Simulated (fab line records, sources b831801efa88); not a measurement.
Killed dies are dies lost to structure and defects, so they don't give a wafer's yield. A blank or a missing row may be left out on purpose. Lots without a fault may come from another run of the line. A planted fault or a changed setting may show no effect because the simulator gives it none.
fab line records | flow sky130
record lots=7 wafers=21 last_day=50
route steps=708 shown LDD_LDN@300 SPACER@304 POLY_CUT@307
lots that met no fault: from a run of the same line without faults
start_h: hours from the record's first day to the start of the lot's first wafer shown | wait_h: hours since the lot's step before | " the same as in the row above | L1.1+2: a row that stands for several wafers | - no value, or no start given | * or withheld: withheld | < > ~ a bound
route shown NAME@n: a module of which the file shows steps, and the number in the route of the first | usual: mean/standard deviation of fault-free wafers | same: alike in all rows | chamber/n: place in a boat | sites: the reading at each site | _std_site: their standard deviation | _edge_site: outer sites' mean less inner sites' | radius_mm: how far each site lies from the wafer's centre | mask NAME#n: copy n | behind: the tool/chamber that last shaped the wafer | hold: why the lot was held/for how many hours/how that ended | device: the transistor (n, p or np) that didn't switch | end of line: the same wafers' tests at the end of the route | a step without rows: its recipe alone | killed: dies lost to structure and defects at the first sort, not the wafer's yield | map: a wafer's dies, x killed, . not, _ none there
set.NAME: the setting as run; set.NAME@STEP: as run at that earlier step | model.NAME: the simulator's own value behind a step, which no gauge read
lots at some steps of the route; a table a step, a row a wafer
services: from which hour (start_h, from the record's first day; less than 0 if before it) a tool's chamber was out of use, for how many hours, and why
## steps
# step SKY_LDD_LDN_IMPLANT_11
# recipe species=As energy_kev=15 dose_cm2=1.25e+13 tilt_deg=withheld rotation_deg=293
# step SKY_LDD_LDN_STRIP_12
# recipe chemistry=O2/N2 power_w=1400 pressure_mtorr=1500 platen_temp_c=withheld o2_flow_sccm=3000 n2_flow_sccm=300 overash_fraction=0.5
# usual drypump_motor_current_A=5.4/0.41 oes_product_au=0.715/0.0047 strip_time_to_endpoint_s=14.16/0.034
# columns lot.wafer tool chamber start_h wait_h drypump_motor_current_A oes_product_au rf_hours_counter_h strip_time_to_endpoint_s
L636.1 plasma_asher-01 1 532.03 0.1 5.5 0.718 41 14.17
L636.4 " 0 " " 5.4 0.723 - 14.16
L636.6 " 0 " " 5.5 0.716 - 14.13
L648.2 plasma_asher-02 0 646.38 0.1 5.9 0.722 98 14.13
L648.4 " 1 " " 4.7 0.710 - 14.09
L648.6 " 1 " " 4.7 0.720 - 14.15
L654.1 plasma_asher-04 0 677.83 0.1 5.7 0.708 83 14.09
L654.3 " 0 " " 5.6 0.718 - 14.14
L654.4 " 1 " " 5.1 0.720 - 14.14
L655.1 plasma_asher-01 0 694.53 0.1 5.4 0.720 58 14.14
L655.5 " 0 " " 5.5 0.708 - 14.14
L655.6 " 1 " " 5.5 0.710 - 14.15
L656.2 plasma_asher-02 1 698.28 0.1 4.7 0.723 103 14.19
L656.3 " 0 " " 5.8 0.711 - 14.17
L656.5 " 1 " " 4.7 0.718 - 14.16
L657.1 plasma_asher-02 1 704.38 0.1 4.7 0.705 104 14.21
L657.4 " 1 " " 4.7 0.716 - 14.22
L657.5 " 0 " " 5.8 0.715 - 14.17
L658.4 plasma_asher-04 0 709.76 0.1 5.7 0.719 - 14.13
L658.5 " 0 " " 5.7 0.713 - 14.15
L658.6 " 1 " " 5.0 0.718 - 14.09
# step SKY_LDD_LDN_TW_MEAS_13
# usual LDD_LDN_TW=1480/7.5
# columns lot.wafer tool chamber start_h wait_h LDD_LDN_TW
L636.1 film_metro-04 - 532.13 0.1 1483
L636.4 " - " " 1491
L636.6 " - " " 1475
L648.2 film_metro-01 - 646.49 0.1 1475
L648.4 " - " " 1477
L648.6 " - " " 1478
L654.1 film_metro-02 - 677.93 0.1 1476
L654.3 " - " " 1463
L654.4 " - " " 1464
L655.1 film_metro-04 - 694.63 0.1 1475
L655.5 " - " " 1487
L655.6 " - " " 1484
L656.2 film_metro-04 - 698.39 0.1 1481
L656.3 " - " " 1486
L656.5 " - " " 1489
L657.1 film_metro-02 - 704.48 0.1 1473
L657.4 " - " " 1476
L657.5 " - " " 1472
L658.4 film_metro-02 - 709.86 0.1 1464
L658.5 " - " " 1476
L658.6 " - " " 1472
# step SKY_LDD_LDN_CLEAN_14
# recipe chemistry=SC1/SC2 mix=1:4:20 temp_c=70 time_s=150 dry=n2_spin
# step SKY_SPACER_CVD_00
# recipe material=Si3N4 precursor=DCS/NH3 target_thk_nm=43.1 temp_c=770 time_s=740 pressure_mtorr=245.4
# step SKY_SPACER_THK_MEAS_01
# recipe reads=Si3N4_of_SPACER_CVD_00
# usual SPACER_CVD_00_THK=42.7/0.47
# columns lot.wafer tool chamber start_h wait_h SPACER_CVD_00_THK[nm]
L636.1 film_metro-03 - 534.21 0.0 43.0
L636.4 " - " " 43.0
L636.6 " - " " 42.9
L648.2 film_metro-04 - 652.34 0.0 42.8
L648.4 " - " " 42.7
L648.6 " - " " 43.4
L654.1 film_metro-04 - 679.25 0.0 42.4
L654.3 " - " " 42.8
L654.4 " - " " 42.8
L655.1 film_metro-02 - 695.95 0.0 42.0
L655.5 " - " " 41.7
L655.6 " - " " 41.8
L656.2 film_metro-02 - 700.17 0.0 42.0
L656.3 " - " " 42.8
L656.5 " - " " 42.4
L657.1 film_metro-04 - 706.92 0.0 42.4
L657.4 " - " " 42.3
L657.5 " - " " 42.2
L658.4 film_metro-04 - 711.17 0.0 42.3
L658.5 " - " " 42.1
L658.6 " - " " 42.1
# step SKY_SPACER_ETCHBACK_02
# recipe chemistry=CH3F/O2 target=Si3N4 stop_on=SiO2 source_w=400 bias_w=80 pressure_mtorr=25 ch3f_flow_sccm=40 O2_flow_sccm=30 time_s=46.7 target_depth_a=450
# usual drypump_motor_current_A=5.4/0.4 oes_product_au=0.850/0.0067 throttle_valve_pct=10.562/0.0088
# columns lot.wafer tool chamber start_h wait_h drypump_motor_current_A oes_product_au rf_hours_counter_h throttle_valve_pct
L636.1 rie_diel-01 3 534.27 0.1 5.6 0.846 8 10.548
L636.4 " 2 " " 5.8 0.856 8 10.572
L636.6 " 1 " " 4.8 0.848 - 10.560
L648.2 rie_diel-03 1 652.39 0.0 5.6 0.846 22 10.567
L648.4 " 2 " " 6.1 0.852 45 10.565
L648.6 " 2 " " 6.1 0.857 - 10.561
L654.1 rie_diel-04 1 679.31 0.1 5.5 0.835 8 10.549
L654.3 " 2 " " 5.9 0.857 39 10.578
L654.4 " 3 " " 5.3 0.857 2 10.561
L655.1 rie_diel-03 2 696.01 0.1 6.1 0.844 46 10.568
L655.5 " 2 " " 6.1 0.837 - 10.561
L655.6 " 1 " " 5.6 0.838 - 10.566
L656.2 rie_diel-01 1 700.22 0.0 4.8 0.854 4 10.545
L656.3 " 2 " " 5.8 0.857 12 10.562
L656.5 " 2 " " 5.9 0.847 - 10.561
L657.1 rie_diel-01 2 706.98 0.1 5.9 0.846 12 10.564
L657.4 " 0 " " 5.7 0.842 12 10.568
L657.5 " 2 " " 5.8 0.847 - 10.556
L658.4 rie_diel-01 0 711.20 0.0 5.7 0.849 12 10.555
L658.5 " 0 " " 5.6 0.850 - 10.578
L658.6 " 1 " " 4.8 0.839 - 10.562
# step SKY_POLY_CUT_DEHYDRATE_00
# recipe temp_c=200 time_s=60
# step SKY_POLY_CUT_HMDS_01
# recipe prime_time_s=60 prime_temp_c=120
# step SKY_POLY_CUT_COAT_02
# recipe resist=BARC temp_c=withheld time_s=withheld spin_rpm=3000 resist_thk_nm=60
# step SKY_POLY_CUT_COAT_03
# recipe resist=KrF-thick spin_rpm=3000 resist_thk_nm=450
# step SKY_POLY_CUT_SOFTBAKE_04
# recipe temp_c=100 time_s=90 resist=KrF-thick
# step SKY_POLY_CUT_EXPOSE_05
# recipe mask_id=NPCM na=0.8 source_shape=annular sigma_inner=0.55 sigma_outer=0.85 target_cd_nm=270 dose_mj=32
# usual exposure_dose_mJ_cm2=31.98/0.033 focus_offset_nm=0.0/0.55 sigma_outer=0.85/0
# columns lot.wafer tool chamber start_h wait_h mask exposure_dose_mJ_cm2 focus_offset_nm sigma_outer
L636.1 krf_scanner-02 0 549.57 - NPCM#0 31.96 -0.2 0.85
L636.4 " 0 " " NPCM#0 31.96 0.4 0.85
L636.6 " 0 " " NPCM#0 31.95 -0.4 0.85
L648.2 krf_scanner-02 0 666.14 - NPCM#0 31.99 0.1 0.85
L648.4 " 0 " " NPCM#0 31.94 -0.9 0.85
L648.6 " 0 " " NPCM#0 31.97 -0.2 0.85
L654.1 krf_scanner-01 - 694.19 - NPCM#0 - - -
L654.3 " - " " NPCM#0 - - -
L654.4 " - " " NPCM#0 - - -
L655.1 krf_scanner-02 - 710.09 - NPCM#0 - - -
L655.5 " - " " NPCM#0 - - -
L655.6 " - " " NPCM#0 - - -
L656.2 krf_scanner-02 - 713.96 - NPCM#0 - - -
L656.3 " - " " NPCM#0 - - -
L656.5 " - " " NPCM#0 - - -
L657.1 krf_scanner-02 0 720.22 - NPCM#0 31.94 0.2 0.85
L657.4 " 0 " " NPCM#0 31.97 -0.5 0.85
L657.5 " 0 " " NPCM#0 31.99 -0.1 0.85
L658.4 krf_scanner-01 0 725.55 - NPCM#0 32.03 0.3 0.85
L658.5 " 0 " " NPCM#0 32.04 0.2 0.85
L658.6 " 0 " " NPCM#0 32.02 0.6 0.85
# step SKY_POLY_CUT_PEB_06
# recipe peb_temp_c=withheld peb_time_s=withheld resist=KrF-thick
## services
# columns tool chamber start_h hours kind
krf_scanner-01 - 508.51 1.3 pm
krf_scanner-02 - 509.81 0.8 pm
krf_scanner-02 - 526.34 4.4 pm
rie_diel-03 3 528.59 7.3 repair
rie_diel-01 - 541.82 2.8 pm
plasma_asher-01 - 547.51 7.4 repair
krf_scanner-02 - 551.83 1.0 pm
krf_scanner-01 - 556.97 4.0 pm
rie_diel-03 0 562.56 9.4 repair
krf_scanner-01 - 575.30 0.8 pm
krf_scanner-01 - 580.06 0.9 repair
krf_scanner-02 - 590.33 1.3 pm
plasma_asher-04 - 597.72 28.1 pm
krf_scanner-01 - 613.69 1.0 pm
rie_diel-01 0 618.34 3.7 repair
krf_scanner-01 - 625.85 1.8 repair
krf_scanner-01 - 629.58 0.2 repair
krf_scanner-02 - 638.19 21.0 pm
krf_scanner-02 - 667.97 0.7 repair
krf_scanner-02 - 668.66 0.8 pm
krf_scanner-02 - 684.04 7.2 pm
rie_diel-01 0 715.56 3.7 repair
rie_diel-01 0 719.49 8.3 repair
krf_scanner-02 - 720.83 1.0 pm
## key
first_sign step=SKY_POLY_CUT_EXPOSE_05 reading=tool_record direction=missing
effect none on later readings
met_at SKY_POLY_CUT_EXPOSE_05
struck_wafers L654.1,L654.3,L654.4,L655.1,L655.5,L655.6,L656.2,L656.3,L656.5
later_rows_left_out L654.1,L654.3,L654.4,L655.1,L655.5,L655.6,L656.2,L656.3,L656.5
sort_left_out L654.1,L654.3,L654.4,L655.1,L655.5,L655.6,L656.2,L656.3,L656.5
tester_left_out L654,L655,L656
onset_between 666.14 694.19
fault kind=skipped_step_whole tool=krf_scanner-01,krf_scanner-02 chamber=- onset_h=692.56 steps=SKY_POLY_CUT_EXPOSE_05 scope=struck_lots_only
# tester_left_out: of these lots the tester's yield and bins aren't shown, on N5 and GAA mostly nor the transistor test; their killed dies are dies lost to structure and defects alone, not to doping, threshold or leakage, so they don't give the yield
# sort_left_out: the simulated sort isn't trusted on such a fault, so these wafers' sort isn't shown, and their yield isn't known
# later_rows_left_out: the simulator's readings of these wafers behind a module that went badly wrong aren't trusted and aren't shown, but for the sort
